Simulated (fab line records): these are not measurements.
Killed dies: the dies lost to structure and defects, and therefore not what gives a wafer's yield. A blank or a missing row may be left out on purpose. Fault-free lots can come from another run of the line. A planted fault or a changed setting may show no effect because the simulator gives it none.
Code-filled problem report in 8D (eight disciplines) form    flow sky130    the parts of the form that need people (team, actions taken, sign-off) are left out

1. WHAT WENT WRONG
cd-nm at SKY_SD_N_CD_MEAS_07 reads a mean of 417.6 nm on 3 wafers of 3 lots; wafers without a fault read 380.6 nm with a standard deviation of 2.3. Relative to the usual mean, that is a shift of +16 standard deviations.
The step: target cd 380 nm.
First observed at day 31 20:34: wafer L317.1, on cd-sem-02. At this step, 33 wafers from 12 lots have a number in the record. Rule for "out", or "out of limits": more than 4 standard deviations from the usual mean. All remaining wafers that have a number are taken as sound.

2. WHAT IT IS, WHAT IT ISN'T
question                     is                      is not
which readings at this step  cd-nm                   -
which lots                   L317, L320, L322        L306, L307, L310, L313, L315, L316, L326, L327, L329
which wafers of those lots   L317.1, L320.4, L322.1  L317.3, L320.5, L322.5
read on which gauges         cd-sem-01, cd-sem-02    -
when                         from day 31 20:34       up to then (19 sound wafers); but 11 sound wafers of L320, L322, L326, L327, L329 came after

3. SUSPECTS, AND WHAT RULES EACH OUT
Counting: a tool at a process step up to the reading stays a suspect if it ran every lot that is out. Sound lots after the first of them don't rule it out here, since some wafers of a struck lot are sound.
- ruled out: the gauge at SKY_SD_N_CD_MEAS_07. 2 gauges (cd-sem-01, cd-sem-02) read the wafers that are out.
- litho-track-01 at SKY_SD_N_COAT_02 (resist thk 1140 nm): kept. Every lot that is out went through it, the first being L317 (day 31 06:55); the last sound lot it ran before that was L316 (day 30 22:25).
Left after counting: litho-track-01 at SKY_SD_N_COAT_02.

4. THE CAUSE (what the simulator had put in)
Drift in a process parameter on litho-track-01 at SKY_SD_N_COAT_02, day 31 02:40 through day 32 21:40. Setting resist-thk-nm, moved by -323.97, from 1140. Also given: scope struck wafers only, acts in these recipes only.
The count eliminated every tool but this one.

5. THE CHAIN OF EFFECTS, in route order
Each row: a reading where the mean over the struck wafers with a number is more than 3 standard deviations away from the usual. Only readings for which the record gives a usual standard deviation are gone through. hours: the time from each lot's start at the first step in this table that gives one to its start at this step, as a median over the lots. sigmas: the change in usual standard deviations.
hours  step                 reading                   usual       on struck wafers  change  sigmas
0      SKY_SD_N_CD_MEAS_07  cd-nm                     380.6 nm    417.6             +37.0   +16
0      SKY_SD_N_STRIP_11    oes-product-au            0.527 a.u.  0.487             -0.040  -8.9
0      SKY_SD_N_STRIP_11    strip-time-to-endpoint-s  22.56 s     18.86             -3.70   -77
Process steps it contains:
- SKY_SD_N_STRIP_11: strips in O2/N2.

6. WHAT WOULD HAVE CAUGHT IT SOONER
Counted from the fault's start at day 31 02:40, it took 18 hours until the first out-of-limits reading at a measuring or inspecting step in this record, taken at day 31 20:34.
An alarm limit of 4 standard deviations would not have fired on the tool readings at SKY_SD_N_COAT_02 for which the record gives a usual standard deviation, since none of them was out on any struck wafer.
L320, L322, from the lots that are out (3), started SKY_SD_N_COAT_02 on litho-track-01 later than day 31 20:34. A hold on the tool at that time would have spared those 2.
